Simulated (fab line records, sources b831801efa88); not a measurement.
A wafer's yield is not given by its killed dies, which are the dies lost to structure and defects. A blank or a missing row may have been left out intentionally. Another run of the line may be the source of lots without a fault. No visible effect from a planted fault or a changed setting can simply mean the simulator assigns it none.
Comparing a struck lot with a sound one ; flow gf180mcu ; 15 out of 602 route steps
Sound: wafers L811.2, L811.3, L811.6. Wafers struck: L816.1, L816.4, L816.6. The cause is named last.
Order at every step that has rows: each side's tool, ch and its chambers, its first start. Under that, the readings that differ: sound wafers ; struck wafers ; difference of the means ; sigmas: that difference in standard deviations of wafers without a fault.
alike: words and numbers the same on both sides, and readings whose means are apart by under 2 such deviations; not compared: readings that were withheld, readings missing a value for some wafer, numbers with overlapping values and no deviation given by the record, and bounds like >300 which may hide the same value.
Wherever a step has rows on one side only, a row that says differs or no value, or a row with sigmas, the two part there. Non-overlapping numbers with no deviation appear without sigmas and do not part them. A reading missing from all wafers of one side parts the sides only when that side holds two or more wafers.

GF_V3_CD_MEAS_14: the cd target is 260 nm.
  sound: cd-sem-01 at day 26 23:26; struck: cd-sem-02 at day 28 07:46
  alike: cd-nm
GF_V3_OVL_MEAS_15:
  sound: overlay-02 at day 26 23:32; struck: overlay-01 at day 28 07:53
  alike: V3_OVL
GF_V3_ETCH_16: etches BARC in N2/H2.
  sound on rie-diel-02 ch 0,1,2, day 26 23:34; struck on rie-diel-02 ch 1,2, day 28 07:55
  alike: drypump-motor-current-A, oes-product-au, rf-fwd-power-W, throttle-valve-pct
GF_V3_ETCH_17: etches SiO2 in C4F8/O2/Ar, stops on TiN, target depth 635 nm.
  sound on rie-diel-02 ch 0,1,2; struck on rie-diel-02 ch 1,2
  alike: oes-product-au, rf-fwd-power-W
GF_V3_STRIP_18: strips in O2/N2.
  sound on plasma-asher-02 ch 0,1, day 26 23:41; struck on plasma-asher-04 ch 0,1, day 28 08:02
  alike: drypump-motor-current-A, heater-power-w, o2-flow-sccm, oes-product-au
  not compared: rf-hours-counter-h
then, 2 steps without rows for these wafers: GF_V3_STRIP_19 (strips in post etch residue remover, time 1200 s); GF_V3_CLEAN_20 (cleans in DIW).
GF_V3_SPUTTER_21: material Ti, target thk 15 nm, time 80.02 s.
  sound: pvd-sputter-01 at day 27 00:14; struck: pvd-sputter-03 at day 28 08:37
  alike: throttle-valve-pct
then, 2 steps without rows for these wafers: GF_V3_SPUTTER_22 (material TiN, target thk 10 nm, time 40 s); GF_V3_CVD_23 (deposits W, target thk 350 nm, time 104.9 s).
GF_V3_RS_MEAS_24: measures by four-point-probe.
  sound: film-metro-04 at day 27 00:28; struck: film-metro-04 at day 28 08:50
  alike: V3_W_RS
GF_V3_THK_MEAS_25: measures by xrf.
  sound: film-metro-04 at day 27 00:35; struck: film-metro-04 at day 28 08:57
  alike: V3_W_THK
GF_V3_CMP_26: polishes, stops on SiO2, t overpolish 15 s, target thk 0 nm.
  sound on cmp-01 ch 1,2,3, day 27 00:38; struck on cmp-02 ch 0,2,3, day 28 09:01
reading;sound;struck;difference;sigmas
time-to-endpoint-s (s);88 88 84;53 49 47;-37;-8
  alike: motor-current-A, overpolish-run-s
GF_M4_SPUTTER_00: material Ti, target thk 37.5 nm, time 150 s.
  sound: pvd-sputter-04 at day 27 00:56; struck: pvd-sputter-02 at day 28 09:19
  alike: throttle-valve-pct
-- the record jumps here: 5 days lie between the struck wafers' starts before and after (it left off in module M4 and takes up again in module PASSIVATION, whose first step shown is number 602 of the route) --
GF_PASSIVATION_PROBE_99:
  rows exist in the record for the struck wafers here (prober-01, day 33 19:18), but not for the sound ones

WHERE THEY PART
First at GF_V3_CMP_26; last, within this record, at GF_PASSIVATION_PROBE_99.

WHY: the cause the simulator had injected
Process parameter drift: cmp-02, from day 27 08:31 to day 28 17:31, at GF_V3_CMP_26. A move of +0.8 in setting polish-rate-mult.
